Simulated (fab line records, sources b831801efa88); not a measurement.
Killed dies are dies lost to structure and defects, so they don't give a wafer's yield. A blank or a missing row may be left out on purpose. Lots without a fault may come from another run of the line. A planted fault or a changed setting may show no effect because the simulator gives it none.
fab line records | flow sky130
record lots=5 wafers=15 last_day=50
route steps=708 shown NWELL@34 DNWELL@35 PWDE@45
lots that met no fault: from a run of the same line without faults
start_h: hours from the record's first day to the start of the lot's first wafer shown | wait_h: hours since the lot's step before | " the same as in the row above | L1.1+2: a row that stands for several wafers | - no value, or no start given | * or withheld: withheld | < > ~ a bound
route shown NAME@n: a module of which the file shows steps, and the number in the route of the first | usual: mean/standard deviation of fault-free wafers | same: alike in all rows | chamber/n: place in a boat | sites: the reading at each site | _std_site: their standard deviation | _edge_site: outer sites' mean less inner sites' | radius_mm: how far each site lies from the wafer's centre | mask NAME#n: copy n | behind: the tool/chamber that last shaped the wafer | hold: why the lot was held/for how many hours/how that ended | device: the transistor (n, p or np) that didn't switch | end of line: the same wafers' tests at the end of the route | a step without rows: its recipe alone | killed: dies lost to structure and defects at the first sort, not the wafer's yield | map: a wafer's dies, x killed, . not, _ none there
set.NAME: the setting as run; set.NAME@STEP: as run at that earlier step | model.NAME: the simulator's own value behind a step, which no gauge read
lots at some steps of the route; a table a step, a row a wafer
services: from which hour (start_h, from the record's first day; less than 0 if before it) a tool's chamber was out of use, for how many hours, and why
## steps
# step SKY_NWELL_THK_MEAS_02
# recipe reads=SiO2_of_NWELL_OXIDATION_01
# usual NWELL_OXIDATION_THK=10.01/0.19
# columns lot.wafer tool chamber start_h wait_h NWELL_OXIDATION_THK[nm]
L074.1 film_metro-01 - 37.55 0.0 10.26
L074.5 " - " " 10.21
L074.6 " - " " 10.09
L079.2 film_metro-01 - 64.57 0.0 10.23
L079.5 " - " " 10.29
L079.6 " - " " 10.32
L080.1 film_metro-04 - 68.56 0.0 10.23
L080.2 " - " " 10.05
L080.6 " - " " 10.07
L086.2 film_metro-04 - 102.80 0.0 10.09
L086.3 " - " " 10.01
L086.6 " - " " 10.10
L096.1 film_metro-02 - 153.49 0.0 9.94
L096.5 " - " " 9.94
L096.6 " - " " 10.09
# step SKY_DNWELL_DEHYDRATE_00
# recipe temp_c=200 time_s=60
# columns lot.wafer tool chamber start_h wait_h
L074.1+5+6 litho_track-02 0 44.44 6.9
L079.2+5+6 litho_track-03 0 71.01 6.4
L080.1+2+6 litho_track-01 0 76.78 8.2
L086.2+3+6 litho_track-02 0 110.97 8.2
L096.1+5+6 litho_track-01 0 162.78 9.3
# step SKY_DNWELL_HMDS_01
# recipe prime_time_s=60 prime_temp_c=120
# usual prime_temp_c=120.03/0.12
# same prime_time_s=60
# columns lot.wafer tool chamber start_h wait_h prime_temp_c
L074.1 litho_track-02 0 44.59 0.1 119.98
L074.5 " 0 " " 120.08
L074.6 " 0 " " 120.13
L079.2 litho_track-03 0 71.16 0.1 120.00
L079.5 " 0 " " 120.00
L079.6 " 0 " " 119.88
L080.1 litho_track-01 0 76.93 0.1 120.26
L080.2 " 0 " " 120.17
L080.6 " 0 " " 120.25
L086.2 litho_track-02 0 111.12 0.1 119.75
L086.3 " 0 " " 119.86
L086.6 " 0 " " 120.07
L096.1 litho_track-01 0 162.93 0.1 120.28
L096.5 " 0 " " 119.99
L096.6 " 0 " " 120.05
# step SKY_DNWELL_COAT_02
# recipe spin_rpm=2000 resist_thk_nm=3000
# usual dispense_pressure_kPa=50.2/2.8 spin_speed_rpm=2000.2/1.3
# columns lot.wafer tool chamber start_h wait_h dispense_pressure_kPa spin_speed_rpm
L074.1 litho_track-02 0 44.74 0.1 53.3 1999.8
L074.5 " 0 " " 53.3 1999.9
L074.6 " 0 " " 53.3 2000.0
L079.2 litho_track-03 0 71.31 0.1 46.7 2000.6
L079.5 " 0 " " 46.6 2001.3
L079.6 " 0 " " 46.7 1997.3
L080.1 litho_track-01 0 77.08 0.1 51.9 1997.7
L080.2 " 0 " " 51.8 2001.1
L080.6 " 0 " " 51.9 2000.2
L086.2 litho_track-02 0 111.27 0.1 53.4 1999.3
L086.3 " 0 " " 53.3 2000.9
L086.6 " 0 " " 53.3 2000.9
L096.1 litho_track-01 0 163.08 0.1 51.8 1998.8
L096.5 " 0 " " 51.8 1999.1
L096.6 " 0 " " 51.8 2001.8
# step SKY_DNWELL_SOFTBAKE_03
# recipe temp_c=110 time_s=withheld
# columns lot.wafer tool chamber start_h wait_h
L074.1+5+6 litho_track-02 0 44.89 0.1
L079.2+5+6 litho_track-03 0 71.47 0.1
L080.1+2+6 litho_track-01 0 77.23 0.1
L086.2+3+6 litho_track-02 0 111.43 0.1
L096.1+5+6 litho_track-01 0 163.23 0.1
# step SKY_DNWELL_EXPOSE_04
# recipe mask_id=DNM na=0.57 target_cd_nm=3000 dose_mj=222
# columns lot.wafer tool chamber start_h wait_h mask
L074.1+5+6 iline_stepper-01 0 - - DNM#0
L079.2+5+6 iline_stepper-02 0 - - DNM#0
L080.1+2+6 iline_stepper-01 0 - - DNM#0
L086.2+3+6 iline_stepper-02 0 - - DNM#0
L096.1+5+6 iline_stepper-01 0 - - DNM#0
# step SKY_DNWELL_PEB_05
# recipe temp_c=115 time_s=withheld
# columns lot.wafer tool chamber start_h wait_h
L074.1+5+6 litho_track-01 0 - -
L079.2+5+6 litho_track-02 0 - -
L080.1+2+6 litho_track-02 0 - -
L086.2+3+6 litho_track-03 0 - -
L096.1+5+6 litho_track-02 0 - -
# step SKY_DNWELL_DEVELOP_06
# recipe wall_angle_deg=90 developer=TMAH develop_time_s=60 dev_temp_c=23
# columns lot.wafer tool chamber start_h wait_h
L074.1+5+6 litho_track-01 0 - -
L079.2+5+6 litho_track-02 0 - -
L080.1+2+6 litho_track-02 0 - -
L086.2+3+6 litho_track-03 0 - -
L096.1+5+6 litho_track-02 0 - -
# step SKY_DNWELL_IMPLANT_07
# recipe species=P energy_kev=withheld dose_cm2=withheld tilt_deg=withheld
# same implant_ion_amu=*
# columns lot.wafer tool chamber start_h wait_h
L074.1+5+6 implanter-01 0 52.23 -
L079.2+5+6 implanter-02 0 80.07 -
L080.1+2+6 implanter-02 0 85.54 -
L086.2+3+6 implanter-02 0 120.06 -
L096.1+5+6 implanter-02 0 174.09 -
# step SKY_DNWELL_STRIP_08
# recipe chemistry=O2/N2 power_w=1400 pressure_mtorr=1500 platen_temp_c=withheld o2_flow_sccm=3000 n2_flow_sccm=300 overash_fraction=0.5
# usual drypump_motor_current_A=6.00/0.25 oes_product_au=0.722/0.0046 strip_time_to_endpoint_s=36.95/0.093
# columns lot.wafer tool chamber start_h wait_h drypump_motor_current_A oes_product_au rf_hours_counter_h strip_time_to_endpoint_s
L074.1 plasma_asher-01 1 52.38 0.1 6.08 0.727 38 36.93
L074.5 " 1 " " 6.04 0.727 - 37.06
L074.6 " 0 " " 5.57 0.719 - 37.04
L079.2 plasma_asher-01 0 80.19 0.1 5.56 0.716 41 37.08
L079.5 " 0 " " 5.54 0.716 - 36.97
L079.6 " 1 " " 6.04 0.730 - 37.06
L080.1 plasma_asher-01 1 85.69 0.1 6.05 0.718 42 36.92
L080.2 " 0 " " 5.58 0.719 42 36.92
L080.6 " 1 " " 6.06 0.726 - 36.96
L086.2 plasma_asher-03 0 120.18 0.1 6.42 0.721 28 37.01
L086.3 " 0 " " 6.42 0.720 - 36.93
L086.6 " 0 " " 6.42 0.728 - 37.00
L096.1 plasma_asher-03 1 174.24 0.1 6.02 0.720 33 36.96
L096.5 " 1 " " 6.01 0.722 - 36.98
L096.6 " 0 " " 6.41 0.724 - 37.00
# step SKY_DNWELL_TW_MEAS_09
# usual DNWELL_TW=1120/8.3
# columns lot.wafer tool chamber start_h wait_h DNWELL_TW
L074.1 film_metro-02 - 52.48 0.1 1126
L074.5 " - " " 1126
L074.6 " - " " 1123
L079.2 film_metro-02 - 80.30 0.1 1114
L079.5 " - " " 1114
L079.6 " - " " 1120
L080.1 film_metro-02 - 85.79 0.1 1124
L080.2 " - " " 1120
L080.6 " - " " 1127
L086.2 film_metro-02 - 120.29 0.1 1125
L086.3 " - " " 1124
L086.6 " - " " 1125
L096.1 film_metro-02 - 174.34 0.1 1126
L096.5 " - " " 1117
L096.6 " - " " 1124
# step SKY_PWDE_DEHYDRATE_00
# recipe temp_c=200 time_s=60
# columns lot.wafer tool chamber start_h wait_h
L074.1+5+6 litho_track-02 0 60.24 7.7
L079.2+5+6 litho_track-04 0 87.35 7.0
L080.1+2+6 litho_track-02 0 93.54 7.7
L086.2+3+6 litho_track-02 0 129.12 8.8
L096.1+5+6 litho_track-01 0 183.68 9.3
# step SKY_PWDE_HMDS_01
# recipe prime_time_s=60 prime_temp_c=120
# usual prime_temp_c=120.00/0.14
# same prime_time_s=60
# columns lot.wafer tool chamber start_h wait_h prime_temp_c
L074.1 litho_track-02 0 60.39 0.1 119.81
L074.5 " 0 " " 119.76
L074.6 " 0 " " 119.77
L079.2 litho_track-04 0 87.50 0.1 119.89
L079.5 " 0 " " 120.06
L079.6 " 0 " " 120.13
L080.1 litho_track-02 0 93.69 0.1 119.98
L080.2 " 0 " " 120.04
L080.6 " 0 " " 120.00
L086.2 litho_track-02 0 129.27 0.1 120.05
L086.3 " 0 " " 119.95
L086.6 " 0 " " 119.82
L096.1 litho_track-01 0 183.83 0.1 120.26
L096.5 " 0 " " 120.15
L096.6 " 0 " " 120.01
# step SKY_PWDE_COAT_02
# recipe spin_rpm=2000 resist_thk_nm=3000
# usual dispense_pressure_kPa=53.4/1.1 spin_speed_rpm=2000.0/1.2
# columns lot.wafer tool chamber start_h wait_h dispense_pressure_kPa spin_speed_rpm
L074.1 litho_track-02 0 60.54 0.1 53.3 1999.6
L074.5 " 0 " " 53.3 1998.5
L074.6 " 0 " " 53.3 2000.0
L079.2 litho_track-04 0 87.65 0.1 54.7 2001.1
L079.5 " 0 " " 54.7 1999.0
L079.6 " 0 " " 54.7 1999.1
L080.1 litho_track-02 0 93.84 0.1 53.3 1999.8
L080.2 " 0 " " 53.4 2000.5
L080.6 " 0 " " 53.4 2000.4
L086.2 litho_track-02 0 129.42 0.1 53.4 2001.0
L086.3 " 0 " " 53.4 2000.7
L086.6 " 0 " " 53.3 1997.5
L096.1 litho_track-01 0 183.98 0.1 51.8 2000.9
L096.5 " 0 " " 51.7 2002.3
L096.6 " 0 " " 51.8 2000.9
# step SKY_PWDE_SOFTBAKE_03
# recipe temp_c=110 time_s=withheld
# columns lot.wafer tool chamber start_h wait_h
L074.1+5+6 litho_track-02 0 60.69 0.1
L079.2+5+6 litho_track-04 0 87.81 0.1
L080.1+2+6 litho_track-02 0 93.99 0.1
L086.2+3+6 litho_track-02 0 129.58 0.1
L096.1+5+6 litho_track-01 0 184.13 0.1
# step SKY_PWDE_EXPOSE_04
# recipe mask_id=PWDEM na=0.6 source_shape=conventional sigma_outer=0.6 polarization=unpolarized target_cd_nm=840 dose_mj=214
# same sigma_outer=0.6
# columns lot.wafer tool chamber start_h wait_h mask
L074.1+5+6 iline_stepper-02 0 - - PWDEM#0
L079.2+5+6 iline_stepper-02 0 - - PWDEM#0
L080.1+2+6 iline_stepper-02 0 - - PWDEM#0
L086.2+3+6 iline_stepper-02 0 - - PWDEM#0
L096.1+5+6 iline_stepper-02 0 - - PWDEM#0
# step SKY_PWDE_PEB_05
# recipe temp_c=115 time_s=withheld
# columns lot.wafer tool chamber start_h wait_h
L074.1+5+6 litho_track-01 0 - -
L079.2+5+6 litho_track-02 0 - -
L080.1+2+6 litho_track-04 0 - -
L086.2+3+6 litho_track-04 0 - -
L096.1+5+6 litho_track-02 0 - -
# step SKY_PWDE_DEVELOP_06
# recipe wall_angle_deg=90 developer=TMAH develop_time_s=60 dev_temp_c=23
# columns lot.wafer tool chamber start_h wait_h
L074.1+5+6 litho_track-01 0 - -
L079.2+5+6 litho_track-02 0 - -
L080.1+2+6 litho_track-04 0 - -
L086.2+3+6 litho_track-04 0 - -
L096.1+5+6 litho_track-02 0 - -
# step SKY_PWDE_OVL_MEAS_07
# usual PWDE_OVL=-0.6/1.4
# columns lot.wafer tool chamber start_h wait_h PWDE_OVL[nm]
L074.1 overlay-02 - 67.93 - 0.2
L074.5 " - " " 0.1
L074.6 " - " " 2.5
L079.2 overlay-02 - 96.15 - -2.4
L079.5 " - " " -0.9
L079.6 " - " " -2.2
L080.1 overlay-01 - 102.12 - 0.6
L080.2 " - " " -0.7
L080.6 " - " " -1.6
L086.2 overlay-01 - 139.28 - 0.6
L086.3 " - " " 3.2
L086.6 " - " " 0.6
L096.1 overlay-02 - 195.34 - -3.9
L096.5 " - " " -1.7
L096.6 " - " " -0.8
# step SKY_PWDE_IMPLANT_08
# recipe species=B energy_kev=152.7 dose_cm2=3.6e+12 tilt_deg=withheld
# usual beam_energy_keV=152.70/0.052
# same implant_ion_amu=11
# columns lot.wafer tool chamber start_h wait_h beam_energy_keV
L074.1 implanter-04 0 67.97 0.0 152.70
L074.5 " 0 " " 152.70
L074.6 " 0 " " 152.70
L079.2 implanter-02 0 96.20 0.0 152.68
L079.5 " 0 " " 152.67
L079.6 " 0 " " 152.69
L080.1 implanter-04 0 102.16 0.0 152.67
L080.2 " 0 " " 152.77
L080.6 " 0 " " 152.70
L086.2 implanter-02 0 139.33 0.0 152.66
L086.3 " 0 " " 152.67
L086.6 " 0 " " 152.70
L096.1 implanter-04 0 195.38 0.0 152.76
L096.5 " 0 " " 152.81
L096.6 " 0 " " 152.75
# step SKY_PWDE_STRIP_09
# recipe chemistry=O2/N2 power_w=1400 pressure_mtorr=1500 platen_temp_c=withheld o2_flow_sccm=3000 n2_flow_sccm=300 overash_fraction=0.5
# usual drypump_motor_current_A=5.86/0.24 oes_product_au=0.723/0.0047 strip_time_to_endpoint_s=36.91/0.12
# columns lot.wafer tool chamber start_h wait_h drypump_motor_current_A oes_product_au rf_hours_counter_h strip_time_to_endpoint_s
L074.1 plasma_asher-02 1 68.12 0.1 5.73 0.728 38 36.86
L074.5 " 0 " " 5.59 0.727 - 36.81
L074.6 " 1 " " 5.71 0.721 - 36.82
L079.2 plasma_asher-02 0 96.33 0.1 5.58 0.722 41 36.85
L079.5 " 1 " " 5.72 0.719 - 36.81
L079.6 " 0 " " 5.59 0.725 - 36.81
L080.1 plasma_asher-04 0 102.31 0.1 6.23 0.723 45 36.94
L080.2 " 1 " " 5.95 0.726 45 36.97
L080.6 " 0 " " 6.20 0.724 - 36.99
L086.2 plasma_asher-02 1 139.46 0.1 5.69 0.724 2 37.10
L086.3 " 1 " " 5.72 0.721 - 37.14
L086.6 " 0 " " 5.58 0.716 - 37.12
L096.1 plasma_asher-02 1 195.53 0.1 5.72 0.728 7 36.87
L096.5 " 0 " " 5.60 0.727 - 36.86
L096.6 " 1 " " 5.72 0.719 - 36.83
# step SKY_PWDE_TW_MEAS_10
# usual PWDE_TW=377.0/1.9
# columns lot.wafer tool chamber start_h wait_h PWDE_TW
L074.1 film_metro-04 - 68.22 0.1 375.8
L074.5 " - " " 378.6
L074.6 " - " " 376.0
L079.2 film_metro-02 - 96.44 0.1 377.1
L079.5 " - " " 377.7
L079.6 " - " " 375.8
L080.1 film_metro-02 - 102.41 0.1 377.5
L080.2 " - " " 376.6
L080.6 " - " " 377.0
L086.2 film_metro-01 - 139.57 0.1 377.7
L086.3 " - " " 380.0
L086.6 " - " " 378.2
L096.1 film_metro-01 - 195.63 0.1 379.3
L096.5 " - " " 378.9
L096.6 " - " " 379.3
# step SKY_NWELL_DEHYDRATE_03
# recipe temp_c=200 time_s=60
# columns lot.wafer tool chamber start_h wait_h
L074.1+5+6 litho_track-04 0 75.52 7.3
L079.2+5+6 litho_track-01 0 104.06 7.6
L080.1+2+6 litho_track-01 0 110.73 8.3
L086.2+3+6 litho_track-04 0 148.00 8.4
L096.1+5+6 litho_track-01 0 206.28 10.6
# step SKY_NWELL_HMDS_04
# recipe prime_time_s=60 prime_temp_c=120
# usual prime_temp_c=119.98/0.14
# same prime_time_s=60
# columns lot.wafer tool chamber start_h wait_h prime_temp_c
L074.1 litho_track-04 0 75.67 0.1 119.87
L074.5 " 0 " " 119.98
L074.6 " 0 " " 120.00
L079.2 litho_track-01 0 104.21 0.1 120.01
L079.5 " 0 " " 120.03
L079.6 " 0 " " 120.07
L080.1 litho_track-01 0 110.88 0.1 119.88
L080.2 " 0 " " 119.90
L080.6 " 0 " " 119.70
L086.2 litho_track-04 0 148.15 0.1 120.01
L086.3 " 0 " " 120.01
L086.6 " 0 " " 119.95
L096.1 litho_track-01 0 206.43 0.1 119.85
L096.5 " 0 " " 119.93
L096.6 " 0 " " 119.90
# step SKY_NWELL_COAT_05
# recipe spin_rpm=2000 resist_thk_nm=3000
# usual dispense_pressure_kPa=50/3.4 spin_speed_rpm=2000.1/1.4
# columns lot.wafer tool chamber start_h wait_h dispense_pressure_kPa spin_speed_rpm
L074.1 litho_track-04 0 75.82 0.1 55 2001.2
L074.5 " 0 " " 55 1999.7
L074.6 " 0 " " 55 2000.3
L079.2 litho_track-01 0 104.36 0.1 52 1999.0
L079.5 " 0 " " 52 2001.0
L079.6 " 0 " " 52 2001.8
L080.1 litho_track-01 0 111.03 0.1 52 1999.3
L080.2 " 0 " " 52 2001.0
L080.6 " 0 " " 52 1999.0
L086.2 litho_track-04 0 148.30 0.1 55 2000.8
L086.3 " 0 " " 55 1999.1
L086.6 " 0 " " 55 2000.8
L096.1 litho_track-01 0 206.58 0.1 52 2001.5
L096.5 " 0 " " 52 1999.8
L096.6 " 0 " " 52 1998.1
# step SKY_NWELL_SOFTBAKE_06
# recipe temp_c=110 time_s=withheld
# columns lot.wafer tool chamber start_h wait_h
L074.1+5+6 litho_track-04 0 75.97 0.1
L079.2+5+6 litho_track-01 0 104.52 0.1
L080.1+2+6 litho_track-01 0 111.18 0.1
L086.2+3+6 litho_track-04 0 148.46 0.1
L096.1+5+6 litho_track-01 0 206.73 0.1
# step SKY_NWELL_EXPOSE_07
# recipe mask_id=NWM na=0.6 source_shape=conventional sigma_outer=0.6 polarization=unpolarized target_cd_nm=840 dose_mj=255
# same sigma_outer=0.6
# columns lot.wafer tool chamber start_h wait_h mask
L074.1+5+6 iline_stepper-02 0 - - NWM#0
L079.2+5+6 iline_stepper-01 0 - - NWM#0
L080.1+2+6 iline_stepper-01 0 - - NWM#0
L086.2+3+6 iline_stepper-02 0 - - NWM#0
L096.1+5+6 iline_stepper-02 0 - - NWM#0
# step SKY_NWELL_PEB_08
# recipe temp_c=115 time_s=withheld
# columns lot.wafer tool chamber start_h wait_h
L074.1+5+6 litho_track-03 0 - -
L079.2+5+6 litho_track-03 0 - -
L080.1+2+6 litho_track-04 0 - -
L086.2+3+6 litho_track-04 0 - -
L096.1+5+6 litho_track-03 0 - -
# step SKY_NWELL_DEVELOP_09
# recipe wall_angle_deg=90 developer=TMAH develop_time_s=60 dev_temp_c=23
# columns lot.wafer tool chamber start_h wait_h
L074.1+5+6 litho_track-03 0 - -
L079.2+5+6 litho_track-03 0 - -
L080.1+2+6 litho_track-04 0 - -
L086.2+3+6 litho_track-04 0 - -
L096.1+5+6 litho_track-03 0 - -
# step SKY_NWELL_OVL_MEAS_10
# usual NWELL_00_OVL=-1.1/1.5
# columns lot.wafer tool chamber start_h wait_h NWELL_00_OVL[nm]
L074.1 overlay-01 - 84.48 - 0.1
L074.5 " - " " 0.2
L074.6 " - " " -1.5
L079.2 overlay-02 - 113.69 - 0.4
L079.5 " - " " 0.5
L079.6 " - " " -1.2
L080.1 overlay-01 - 119.57 - 0.0
L080.2 " - " " 1.9
L080.6 " - " " 0.9
L086.2 overlay-01 - 158.53 - 0.5
L086.3 " - " " 0.5
L086.6 " - " " -2.1
L096.1 overlay-01 - 217.38 - -1.1
L096.5 " - " " -2.2
L096.6 " - " " -2.4
# step SKY_NWELL_IMPLANT_11
# recipe species=P energy_kev=400 dose_cm2=1.942e+13 tilt_deg=withheld
# usual beam_energy_keV=399.99/0.12
# same implant_ion_amu=31
# columns lot.wafer tool chamber start_h wait_h beam_energy_keV
L074.1 implanter-01 0 84.52 0.0 399.96
L074.5 " 0 " " 400.06
L074.6 " 0 " " 399.86
L079.2 implanter-03 0 113.74 0.0 400.31
L079.5 " 0 " " 400.00
L079.6 " 0 " " 399.90
L080.1 implanter-01 0 119.61 0.0 399.82
L080.2 " 0 " " 400.24
L080.6 " 0 " " 400.07
L086.2 implanter-01 0 158.58 0.0 400.24
L086.3 " 0 " " 400.08
L086.6 " 0 " " 400.30
L096.1 implanter-01 0 217.42 0.0 399.93
L096.5 " 0 " " 399.93
L096.6 " 0 " " 400.09
# step SKY_NWELL_IMPLANT_12
# recipe species=P energy_kev=120 dose_cm2=1.3e+12 tilt_deg=withheld
# usual beam_energy_keV=120.00/0.036
# same implant_ion_amu=31
# columns lot.wafer tool chamber start_h wait_h beam_energy_keV
L074.1 implanter-01 0 84.67 0.1 119.99
L074.5 " 0 " " 120.04
L074.6 " 0 " " 119.99
L079.2 implanter-03 0 113.89 0.1 119.97
L079.5 " 0 " " 119.97
L079.6 " 0 " " 119.98
L080.1 implanter-01 0 119.76 0.1 120.01
L080.2 " 0 " " 120.03
L080.6 " 0 " " 120.02
L086.2 implanter-01 0 158.73 0.1 120.02
L086.3 " 0 " " 120.03
L086.6 " 0 " " 119.92
L096.1 implanter-01 0 217.57 0.1 120.01
L096.5 " 0 " " 119.98
L096.6 " 0 " " 119.94
# step SKY_NWELL_IMPLANT_13
# recipe species=P energy_kev=50 dose_cm2=7e+11 tilt_deg=withheld
# usual beam_energy_keV=50.003/0.015
# same implant_ion_amu=31
# columns lot.wafer tool chamber start_h wait_h beam_energy_keV
L074.1 implanter-01 0 84.82 0.1 50.012
L074.5 " 0 " " 50.019
L074.6 " 0 " " 49.999
L079.2 implanter-03 0 114.04 0.1 50.003
L079.5 " 0 " " 49.997
L079.6 " 0 " " 50.012
L080.1 implanter-01 0 119.91 0.1 50.010
L080.2 " 0 " " 50.011
L080.6 " 0 " " 50.008
L086.2 implanter-01 0 158.88 0.1 50.002
L086.3 " 0 " " 50.010
L086.6 " 0 " " 50.016
L096.1 implanter-01 0 217.72 0.1 49.992
L096.5 " 0 " " 50.010
L096.6 " 0 " " 50.003
# step SKY_NWELL_STRIP_14
# recipe chemistry=O2/N2 power_w=1400 pressure_mtorr=1500 platen_temp_c=withheld o2_flow_sccm=3000 n2_flow_sccm=300 overash_fraction=0.5
# usual drypump_motor_current_A=6.0/0.3 oes_product_au=0.722/0.0045 strip_time_to_endpoint_s=36.89/0.11
# columns lot.wafer tool chamber start_h wait_h drypump_motor_current_A oes_product_au rf_hours_counter_h strip_time_to_endpoint_s
L074.1 plasma_asher-01 0 84.97 0.1 5.6 0.723 42 37.02
L074.5 " 0 " " 5.6 0.721 - 36.99
L074.6 " 1 " " 6.0 0.722 - 37.04
L079.2 plasma_asher-03 1 114.17 0.1 6.0 0.718 27 36.68
L079.5 " 0 " " 6.4 0.730 - 36.69
L079.6 " 1 " " 6.0 0.729 - 36.64
L080.1 plasma_asher-02 0 120.06 0.1 5.6 0.722 0 36.89
L080.2 " 1 " " 5.7 0.729 0 36.90
L080.6 " 1 " " 5.7 0.716 - 36.95
L086.2 plasma_asher-03 0 159.01 0.1 6.4 0.717 32 36.87
L086.3 " 1 " " 6.0 0.715 - 36.89
L086.6 " 1 " " 6.0 0.715 - 36.77
L096.1 plasma_asher-01 0 217.87 0.1 5.6 0.715 55 36.72
L096.5 " 0 " " 5.6 0.722 - 36.83
L096.6 " 1 " " 6.0 0.714 - 36.81
# step SKY_NWELL_TW_MEAS_15
# usual NWELL_TW=1842/13
# columns lot.wafer tool chamber start_h wait_h NWELL_TW
L074.1 film_metro-01 - 85.07 0.1 1857
L074.5 " - " " 1853
L074.6 " - " " 1855
L079.2 film_metro-02 - 114.28 0.1 1843
L079.5 " - " " 1855
L079.6 " - " " 1867
L080.1 film_metro-01 - 120.16 0.1 1849
L080.2 " - " " 1850
L080.6 " - " " 1850
L086.2 film_metro-01 - 159.12 0.1 1838
L086.3 " - " " 1840
L086.6 " - " " 1845
L096.1 film_metro-01 - 217.97 0.1 1850
L096.5 " - " " 1854
L096.6 " - " " 1849
# step SKY_NWELL_DEHYDRATE_16
# recipe temp_c=200 time_s=60
# columns lot.wafer tool chamber start_h wait_h
L074.1+5+6 litho_track-04 0 92.62 7.5
L079.2+5+6 litho_track-04 0 122.50 8.2
L080.1+2+6 litho_track-04 0 128.97 8.8
L086.2+3+6 litho_track-04 0 168.65 9.5
L096.1+5+6 litho_track-03 0 228.78 10.8
# step SKY_NWELL_HMDS_17
# recipe prime_time_s=60 prime_temp_c=120
# usual prime_temp_c=119.99/0.13
# same prime_time_s=60
# columns lot.wafer tool chamber start_h wait_h prime_temp_c
L074.1 litho_track-04 0 92.77 0.1 120.00
L074.5 " 0 " " 119.97
L074.6 " 0 " " 119.90
L079.2 litho_track-04 0 122.65 0.1 120.05
L079.5 " 0 " " 119.92
L079.6 " 0 " " 119.93
L080.1 litho_track-04 0 129.12 0.1 119.88
L080.2 " 0 " " 119.76
L080.6 " 0 " " 119.87
L086.2 litho_track-04 0 168.80 0.1 120.14
L086.3 " 0 " " 119.97
L086.6 " 0 " " 120.07
L096.1 litho_track-03 0 228.93 0.1 119.97
L096.5 " 0 " " 119.98
L096.6 " 0 " " 119.97
# step SKY_NWELL_COAT_18
# recipe spin_rpm=2000 resist_thk_nm=3000
# usual dispense_pressure_kPa=51/3.6 spin_speed_rpm=2000.3/1.3
# columns lot.wafer tool chamber start_h wait_h dispense_pressure_kPa spin_speed_rpm
L074.1 litho_track-04 0 92.92 0.1 55 2000.2
L074.5 " 0 " " 55 1998.9
L074.6 " 0 " " 55 1999.5
L079.2 litho_track-04 0 122.80 0.1 55 2000.7
L079.5 " 0 " " 55 2000.4
L079.6 " 0 " " 55 1998.9
L080.1 litho_track-04 0 129.27 0.1 55 1999.7
L080.2 " 0 " " 55 2001.6
L080.6 " 0 " " 55 2001.0
L086.2 litho_track-04 0 168.95 0.1 55 1999.7
L086.3 " 0 " " 55 2000.8
L086.6 " 0 " " 55 2000.8
L096.1 litho_track-03 0 229.08 0.1 47 1998.4
L096.5 " 0 " " 47 1996.3
L096.6 " 0 " " 47 2000.9
# step SKY_NWELL_SOFTBAKE_19
# recipe temp_c=110 time_s=withheld
# columns lot.wafer tool chamber start_h wait_h
L074.1+5+6 litho_track-04 0 93.07 0.1
L079.2+5+6 litho_track-04 0 122.96 0.1
L080.1+2+6 litho_track-04 0 129.42 0.1
L086.2+3+6 litho_track-04 0 169.11 0.1
L096.1+5+6 litho_track-03 0 229.23 0.1
# step SKY_NWELL_EXPOSE_20
# recipe mask_id=NWM_COMPLEMENT na=0.6 source_shape=conventional sigma_outer=0.6 polarization=unpolarized target_cd_nm=840 dose_mj=260
# same sigma_outer=0.6
# columns lot.wafer tool chamber start_h wait_h mask
L074.1+5+6 iline_stepper-01 0 - - NWM_COMPLEMENT#0
L079.2+5+6 iline_stepper-02 0 - - NWM_COMPLEMENT#0
L080.1+2+6 iline_stepper-01 0 - - NWM_COMPLEMENT#0
L086.2+3+6 iline_stepper-01 0 - - NWM_COMPLEMENT#0
L096.1+5+6 iline_stepper-02 0 - - NWM_COMPLEMENT#0
# step SKY_NWELL_PEB_21
# recipe temp_c=115 time_s=withheld
# columns lot.wafer tool chamber start_h wait_h
L074.1+5+6 litho_track-04 0 - -
L079.2+5+6 litho_track-01 0 - -
L080.1+2+6 litho_track-03 0 - -
L086.2+3+6 litho_track-04 0 - -
L096.1+5+6 litho_track-01 0 - -
# step SKY_NWELL_DEVELOP_22
# recipe wall_angle_deg=90 developer=TMAH develop_time_s=60 dev_temp_c=23
# columns lot.wafer tool chamber start_h wait_h
L074.1+5+6 litho_track-04 0 - -
L079.2+5+6 litho_track-01 0 - -
L080.1+2+6 litho_track-03 0 - -
L086.2+3+6 litho_track-04 0 - -
L096.1+5+6 litho_track-01 0 - -
# step SKY_NWELL_OVL_MEAS_23
# usual NWELL_01_OVL=0.5/1.3
# columns lot.wafer tool chamber start_h wait_h NWELL_01_OVL[nm]
L074.1 overlay-01 - 101.12 - -2.5
L074.5 " - " " 0.2
L074.6 " - " " -0.4
L079.2 overlay-02 - 131.79 - 0.3
L079.5 " - " " 0.6
L079.6 " - " " 1.0
L080.1 overlay-02 - 138.78 - 0.8
L080.2 " - " " -1.5
L080.6 " - " " 0.7
L086.2 overlay-01 - 179.43 - -1.0
L086.3 " - " " -1.2
L086.6 " - " " 0.1
L096.1 overlay-02 - 240.83 - -1.6
L096.5 " - " " -0.7
L096.6 " - " " 0.5
## services
# columns tool chamber start_h hours kind
plasma_asher-03 - 40.78 34.8 repair
iline_stepper-02 - 66.51 1.7 pm
plasma_asher-01 - 66.68 4.5 repair
implanter-02 - 68.88 1.6 repair
iline_stepper-01 - 69.10 1.7 pm
implanter-03 - 77.69 4.8 pm
implanter-03 - 87.27 5.3 repair
implanter-04 - 102.66 3.0 pm
plasma_asher-01 - 107.62 2.8 pm
plasma_asher-02 - 108.75 9.0 pm
plasma_asher-01 - 118.27 3.4 repair
litho_track-01 - 121.88 - consumable_replace:filter
plasma_asher-02 - 128.79 2.8 pm
iline_stepper-02 0 139.74 - calibration
iline_stepper-01 - 147.23 8.6 repair
implanter-02 - 153.38 5.3 repair
implanter-02 - 171.59 1.6 pm
iline_stepper-01 - 173.39 1.3 repair
plasma_asher-04 - 192.61 4.3 pm
implanter-03 - 204.12 3.5 pm
plasma_asher-04 - 204.84 1.8 repair
iline_stepper-01 0 215.66 - calibration
iline_stepper-02 - 232.09 2.0 repair
implanter-04 - 235.99 28.4 pm
## key
fault none
